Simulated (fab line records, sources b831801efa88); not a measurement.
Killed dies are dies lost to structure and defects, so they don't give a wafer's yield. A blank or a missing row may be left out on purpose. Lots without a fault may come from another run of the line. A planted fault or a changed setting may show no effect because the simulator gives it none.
fab line records | flow gf180mcu
record lots=5 wafers=15 last_day=33
route steps=602 shown M3@419 V3@429
lots that met no fault: from a run of the same line without faults
start_h: hours from the record's first day to the start of the lot's first wafer shown | wait_h: hours since the lot's step before | " the same as in the row above | L1.1+2: a row that stands for several wafers | - no value, or no start given | * or withheld: withheld | < > ~ a bound
route shown NAME@n: a module of which the file shows steps, and the number in the route of the first | usual: mean/standard deviation of fault-free wafers | same: alike in all rows | chamber/n: place in a boat | sites: the reading at each site | _std_site: their standard deviation | _edge_site: outer sites' mean less inner sites' | radius_mm: how far each site lies from the wafer's centre | mask NAME#n: copy n | behind: the tool/chamber that last shaped the wafer | hold: why the lot was held/for how many hours/how that ended | device: the transistor (n, p or np) that didn't switch | end of line: the same wafers' tests at the end of the route | a step without rows: its recipe alone | killed: dies lost to structure and defects at the first sort, not the wafer's yield | map: a wafer's dies, x killed, . not, _ none there
set.NAME: the setting as run; set.NAME@STEP: as run at that earlier step | model.NAME: the simulator's own value behind a step, which no gauge read
lots at some steps of the route; a table a step, a row a wafer
services: from which hour (start_h, from the record's first day; less than 0 if before it) a tool's chamber was out of use, for how many hours, and why
## steps
# step GF_M3_SOFTBAKE_10
# recipe temp_c=130 time_s=60 resist=KrF
# usual chill_plate_temp_C=23.00/0.091
# columns lot.wafer tool chamber start_h wait_h chill_plate_temp_C
L076.2 litho_track-01 0 500.37 0.1 22.93
L076.3 " 0 " " 23.03
L076.6 " 0 " " 22.99
L078.3 litho_track-03 0 514.26 0.1 22.83
L078.4 " 0 " " 23.01
L078.6 " 0 " " 22.96
L082.2 litho_track-03 0 551.78 0.1 22.96
L082.3 " 0 " " 23.06
L082.4 " 0 " " 22.84
L086.3 litho_track-04 0 583.40 0.1 23.05
L086.4 " 0 " " 23.11
L086.6 " 0 " " 23.11
L092.1 litho_track-01 0 626.05 0.1 22.99
L092.3 " 0 " " 22.82
L092.4 " 0 " " 23.09
# step GF_M3_EXPOSE_11
# recipe mask_id=Metal3 target_cd_nm=280 na=0.68 source_shape=conventional sigma_outer=0.6 dose_mj=28
# same sigma_outer=0.6
# columns lot.wafer tool chamber start_h wait_h mask
L076.2+3+6 krf_scanner-02 0 - - Metal3#0
L078.3+4+6 krf_scanner-01 0 - - Metal3#0
L082.2+3+4 krf_scanner-02 0 - - Metal3#0
L086.3+4+6 krf_scanner-01 0 - - Metal3#0
L092.1+3+4 krf_scanner-02 0 - - Metal3#0
# step GF_M3_PEB_12
# recipe peb_temp_c=135 peb_time_s=90 resist=KrF
# usual chill_plate_temp_C=22.99/0.12
# columns lot.wafer tool chamber start_h wait_h chill_plate_temp_C
L076.2 litho_track-04 0 - - 23.19
L076.3 " 0 " " 23.15
L076.6 " 0 " " 23.02
L078.3 litho_track-04 0 - - 22.89
L078.4 " 0 " " 22.94
L078.6 " 0 " " 22.91
L082.2 litho_track-03 0 - - 22.83
L082.3 " 0 " " 22.98
L082.4 " 0 " " 22.94
L086.3 litho_track-03 0 - - 22.97
L086.4 " 0 " " 23.17
L086.6 " 0 " " 22.98
L092.1 litho_track-01 0 - - 22.82
L092.3 " 0 " " 22.98
L092.4 " 0 " " 23.12
# step GF_M3_DEVELOP_13
# recipe develop_time_s=60 dev_temp_c=21
# usual chill_plate_temp_C=22.96/0.1 developer_temp_C=21.01/0.099
# columns lot.wafer tool chamber start_h wait_h chill_plate_temp_C developer_temp_C
L076.2 litho_track-04 0 512.03 0.2 22.97 21.06
L076.3 " 0 " " 23.07 20.92
L076.6 " 0 " " 22.92 21.12
L078.3 litho_track-04 0 525.55 0.1 22.92 21.09
L078.4 " 0 " " 23.07 20.94
L078.6 " 0 " " 22.99 21.24
L082.2 litho_track-03 0 562.73 0.2 22.90 21.05
L082.3 " 0 " " 23.07 20.95
L082.4 " 0 " " 23.01 20.82
L086.3 litho_track-03 0 593.66 0.1 23.13 21.02
L086.4 " 0 " " 22.89 21.15
L086.6 " 0 " " 23.16 21.17
L092.1 litho_track-01 0 635.70 0.2 22.87 21.16
L092.3 " 0 " " 22.88 21.09
L092.4 " 0 " " 22.96 21.02
# step GF_M3_CD_MEAS_14
# recipe target_cd_nm=280
# usual cd_nm=280.0/0.97
# columns lot.wafer tool chamber start_h wait_h cd_nm
L076.2 cd_sem-01 - 512.17 0.1 280.8
L076.3 " - " " 280.7
L076.6 " - " " 280.3
L078.3 cd_sem-01 - 525.69 0.1 278.9
L078.4 " - " " 279.3
L078.6 " - " " 281.0
L082.2 cd_sem-02 - 562.88 0.1 279.1
L082.3 " - " " 279.3
L082.4 " - " " 280.3
L086.3 cd_sem-01 - 593.80 0.1 280.0
L086.4 " - " " 278.8
L086.6 " - " " 279.7
L092.1 cd_sem-01 - 635.85 0.1 279.5
L092.3 " - " " 280.3
L092.4 " - " " 280.5
# step GF_M3_OVL_MEAS_15
# usual M3_OVL=-2/5.3
# columns lot.wafer tool chamber start_h wait_h M3_OVL[nm]
L076.2 overlay-02 - 512.28 0.1 0
L076.3 " - " " 2
L076.6 " - " " 5
L078.3 overlay-01 - 525.78 0.1 -8
L078.4 " - " " -8
L078.6 " - " " -10
L082.2 overlay-01 - 562.98 0.1 -8
L082.3 " - " " 0
L082.4 " - " " -1
L086.3 overlay-02 - 593.89 0.1 10
L086.4 " - " " 4
L086.6 " - " " 3
L092.1 overlay-01 - 635.97 0.1 3
L092.3 " - " " 0
L092.4 " - " " -3
# step GF_M3_METAL_ETCH_16
# recipe chemistry=Cl2/BCl3 mask_material=KrF target_depth_nm=627.5 stop_on=SiO2 pressure_mtorr=8 icp_w=800 bias_w=140 Cl2_flow_sccm=80 bcl3_flow_sccm=40 time_s=104.6
# usual drypump_motor_current_A=5.9/0.44 oes_product_au=0.971/0.0069 throttle_valve_pct=28.252/0.011
# columns lot.wafer tool chamber start_h wait_h drypump_motor_current_A oes_product_au rf_hours_counter_h throttle_valve_pct
L076.2 rie_metal-03 0 512.31 0.0 5.5 0.958 10 28.262
L076.3 " 0 " " 5.5 0.959 - 28.256
L076.6 " 1 " " 6.7 0.974 - 28.244
L078.3 rie_metal-02 1 525.88 0.1 5.7 0.971 - 28.242
L078.4 " 1 " " 5.6 0.972 - 28.250
L078.6 " 1 " " 5.7 0.973 - 28.262
L082.2 rie_metal-03 0 563.01 0.0 5.5 0.967 11 28.251
L082.3 " 0 " " 5.5 0.965 - 28.256
L082.4 " 1 " " 6.8 0.971 - 28.250
L086.3 rie_metal-02 1 593.95 0.1 5.7 0.983 - 28.234
L086.4 " 0 " " 6.0 0.985 - 28.238
L086.6 " 0 " " 6.0 0.972 - 28.254
L092.1 rie_metal-02 0 636.00 0.0 6.0 0.962 2 28.252
L092.3 " 0 " " 6.0 0.976 - 28.254
L092.4 " 1 " " 5.6 0.980 - 28.237
# step GF_M3_STRIP_17
# recipe chemistry=O2/N2 power_w=1400 pressure_mtorr=1500 platen_temp_c=250 o2_flow_sccm=3000 n2_flow_sccm=300 overash_fraction=0.5
# usual drypump_motor_current_A=5.8/0.52 heater_power_w=307/32 oes_product_au=0.559/0.0048 platen_temp_c=250.04/0.17 strip_time_to_endpoint_s=7.89/0.059
# columns lot.wafer tool chamber start_h wait_h drypump_motor_current_A heater_power_w oes_product_au platen_temp_c rf_hours_counter_h strip_time_to_endpoint_s
L076.2 plasma_asher-04 1 512.42 0.1 6.2 308 0.559 249.92 87 7.98
L076.3 " 0 " " 6.3 336 0.567 249.88 - 7.99
L076.6 " 0 " " 6.3 339 0.558 250.04 - 7.87
L078.3 plasma_asher-03 0 526.06 0.1 5.9 327 0.556 249.93 - 7.88
L078.4 " 1 " " 5.1 299 0.552 250.07 - 7.88
L078.6 " 0 " " 5.9 319 0.560 249.61 - 7.85
L082.2 plasma_asher-01 1 563.12 0.1 5.1 332 0.558 249.85 48 8.00
L082.3 " 1 " " 5.1 339 0.564 249.71 - 8.01
L082.4 " 0 " " 6.2 249 0.553 250.39 - 7.85
L086.3 plasma_asher-04 1 594.06 0.1 6.2 303 0.549 250.05 - 7.86
L086.4 " 0 " " 6.4 335 0.569 249.93 - 7.87
L086.6 " 0 " " 6.3 336 0.557 250.36 - 7.87
L092.1 plasma_asher-01 1 636.11 0.1 5.1 336 0.567 250.05 56 7.87
L092.3 " 0 " " 6.2 245 0.562 250.10 - 7.88
L092.4 " 1 " " 5.1 330 0.551 250.14 - 7.81
# step GF_M3_STRIP_18
# recipe chemistry=post_etch_residue_remover time_s=1200 temp_c=72.5
# columns lot.wafer tool chamber start_h wait_h
L076.2+3+6 wet_bench-04 0 512.52 0.1
L078.3+4+6 wet_bench-01 0 526.13 0.0
L082.2+3+4 wet_bench-01 3 563.22 0.1
L086.3+4+6 wet_bench-02 1 594.12 0.0
L092.1+3+4 wet_bench-02 3 636.21 0.1
# step GF_M3_CLEAN_19
# recipe chemistry=DIW dry=n2_spin
# columns lot.wafer tool chamber start_h wait_h
L076.2+3+6 wet_bench-02 2 512.89 0.0
L078.3+4+6 wet_bench-04 2 526.47 0.0
L082.2+3+4 wet_bench-04 3 563.91 0.0
L086.3+4+6 wet_bench-04 3 594.46 0.0
L092.1+3+4 wet_bench-01 0 636.59 0.0
# step GF_V3_CVD_00
# recipe material=SiO2 target_thk_nm=600 sigma_open_frac=0.3 temp_c=400 time_s=100 sih4_flow_sccm=61.53 pressure_mtorr=6
# usual pressure_mtorr=6.002/0.013
# columns lot.wafer tool chamber start_h wait_h pressure_mtorr
L076.2 hdpcvd-02 1 512.98 0.0 6.004
L076.3 " 2 " " 6.001
L076.6 " 2 " " 5.996
L078.3 hdpcvd-01 0 526.60 0.0 6.007
L078.4 " 1 " " 6.001
L078.6 " 1 " " 6.009
L082.2 hdpcvd-02 0 564.00 0.0 6.000
L082.3 " 1 " " 6.020
L082.4 " 0 " " 5.991
L086.3 hdpcvd-02 1 594.66 0.0 5.990
L086.4 " 2 " " 5.983
L086.6 " 1 " " 6.001
L092.1 hdpcvd-02 0 636.68 0.0 6.014
L092.3 " 2 " " 6.029
L092.4 " 1 " " 6.022
## services
# columns tool chamber start_h hours kind
plasma_asher-04 - 484.01 14.6 pm
wet_bench-02 - 485.29 1.9 pm
krf_scanner-01 - 498.86 11.4 repair
plasma_asher-03 - 503.06 14.9 repair
krf_scanner-02 - 510.25 0.8 pm
plasma_asher-01 - 510.45 1.6 repair
wet_bench-01 - 520.27 3.8 repair
hdpcvd-01 2 520.48 20.7 repair
rie_metal-02 0 522.89 15.3 repair
krf_scanner-01 - 529.13 1.0 pm
krf_scanner-01 - 534.74 1.3 pm
hdpcvd-02 2 535.37 4.0 repair
plasma_asher-01 - 535.83 2.8 pm
krf_scanner-01 - 551.65 0.8 pm
plasma_asher-04 - 552.64 12.2 pm
krf_scanner-02 - 559.63 1.0 pm
krf_scanner-01 - 563.34 3.0 pm
krf_scanner-02 - 582.39 4.4 pm
hdpcvd-02 - 600.16 7.3 repair
hdpcvd-02 - 607.43 6.0 pm
krf_scanner-02 - 614.84 1.3 pm
rie_metal-03 1 618.20 16.0 repair
hdpcvd-02 - 630.99 5.5 pm
wet_bench-02 - 634.44 1.7 repair
## key
fault none
